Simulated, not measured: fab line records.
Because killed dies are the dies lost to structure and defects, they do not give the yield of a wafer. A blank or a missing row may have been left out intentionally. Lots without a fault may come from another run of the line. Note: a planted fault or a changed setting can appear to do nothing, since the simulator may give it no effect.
Comparing a struck lot with a sound one :: flow sfq line :: 13 out of 325 route steps
Sound: these wafers, L889.1, L889.2, L889.5. Wafers L888.1, L888.2, L888.3 were the ones struck. The cause is given at the end.
At each step with rows: each side's tool, then ch and its chambers, then its first start. Under that, the readings that differ: sound wafers :: struck wafers :: difference of the means :: sigmas: that difference in standard deviations of wafers without a fault.
alike: a reading whose means differ by less than 2 such deviations, as well as words and numbers matching on both sides. not compared: withheld readings; readings where some wafer has no value; bounds like >300 that might hide an equal value; numbers whose values overlap and for which the record gives no deviation.
A row with sigmas, a row that says differs or no value, or rows on one side alone: a step with any of these is where the two part. Numbers that don't overlap but have no deviation are shown without sigmas and don't part them. Lack of a reading on every wafer of one side parts them only where that side has two or more wafers.

SFQ_INCOMING_BOW_MEAS_900:
  sound on film metro-03 at day 2 16:00; struck on film metro-02 at day 2 11:00
  alike: INCOMING_BOW
then, 1 step without rows for these wafers: SFQ_TRILAYER_INCOMING_OXIDATION_002 (target thk 500 nm, ox time 4939 s).
SFQ_TRILAYER_L0_DEP_SPUTTER_003: material MoNx KI, target thk 40 nm, time 100 s.
  sound on pvd sputter-04 at day 2 18:29; struck on pvd sputter-04 at day 2 13:29
  alike: throttle valve pct
SFQ_L0_RS_MEAS_901: measurement is done with a four-point probe.
  sound on film metro-03 at day 2 18:34; struck on film metro-04 at day 2 13:34
  alike: L0_MONX_KI_RS
SFQ_L0_THK_MEAS_902: measures by xrf.
  sound on film metro-03 at day 2 18:41; struck on film metro-04 at day 2 13:41
  alike: L0_MONX_KI_THK
SFQ_TRILAYER_L0_LITHO_COAT_010: resist thk 62 nm.
  sound on litho track-02 ch 0, day 2 18:46; struck on litho track-01 ch 0, day 2 13:44
reading: model.BARC_of_TRILAYER_L0_LITHO_COAT_010.thk nm (nm)
sound: 62.02 62.02 62.13
struck: 67.66 67.69 67.43
difference: +5.54
sigmas: 
then, 5 steps without rows for these wafers: SFQ_TRILAYER_L0_LITHO_COAT_005 (resist thk 600 nm); SFQ_TRILAYER_L0_LITHO_SOFTBAKE_009; SFQ_TRILAYER_L0_LITHO_EXPOSE_006 (exposes mask L0, target cd 2000 nm); SFQ_TRILAYER_L0_LITHO_PEB_008 (peb time 60 s); SFQ_TRILAYER_L0_LITHO_DEVELOP_007 (time 60 s).
SFQ_TRILAYER_L0_BARC_OPEN_METAL_ETCH_010: etches BARC in O2, target depth 125 nm, time 41.7 s.
  sound on rie metal-04 ch 0,1, day 3 08:25; struck on rie metal-02 ch 0,1, day 3 02:25
reading: drypump motor current A (A)
sound: 5.0 5.3 5.0
struck: 5.6 6.4 6.4
difference: +1.0
sigmas: +2

reading: oes product au (a.u.)
sound: 0.686 0.689 0.693
struck: 0.712 0.713 0.720
difference: +0.026
sigmas: +5

reading: model.etch.depth nm (nm)
sound: 62.02 62.02 62.13
struck: 67.66 67.69 67.43
difference: +5.54
sigmas: 
  not compared: rf hours counter h
SFQ_TRILAYER_L0_ETCH_METAL_ETCH_008: etches MoNx KI in SF6/O2, stops on SiO2, target depth 50 nm, time 25 s.
  sound on rie metal-04 ch 0,1, day 3 08:29; struck on rie metal-02 ch 0,1, day 3 02:29
reading: drypump motor current A (A)
sound: 5.0 5.2 5.0
struck: 5.6 6.4 6.4
difference: +1.1
sigmas: +2
  alike: oes product au
  not compared: rf hours counter h

## WHERE THEY PART
First at SFQ_TRILAYER_L0_BARC_OPEN_METAL_ETCH_010; last, within this record, at SFQ_TRILAYER_L0_ETCH_METAL_ETCH_008.

WHY: the cause the simulator had injected
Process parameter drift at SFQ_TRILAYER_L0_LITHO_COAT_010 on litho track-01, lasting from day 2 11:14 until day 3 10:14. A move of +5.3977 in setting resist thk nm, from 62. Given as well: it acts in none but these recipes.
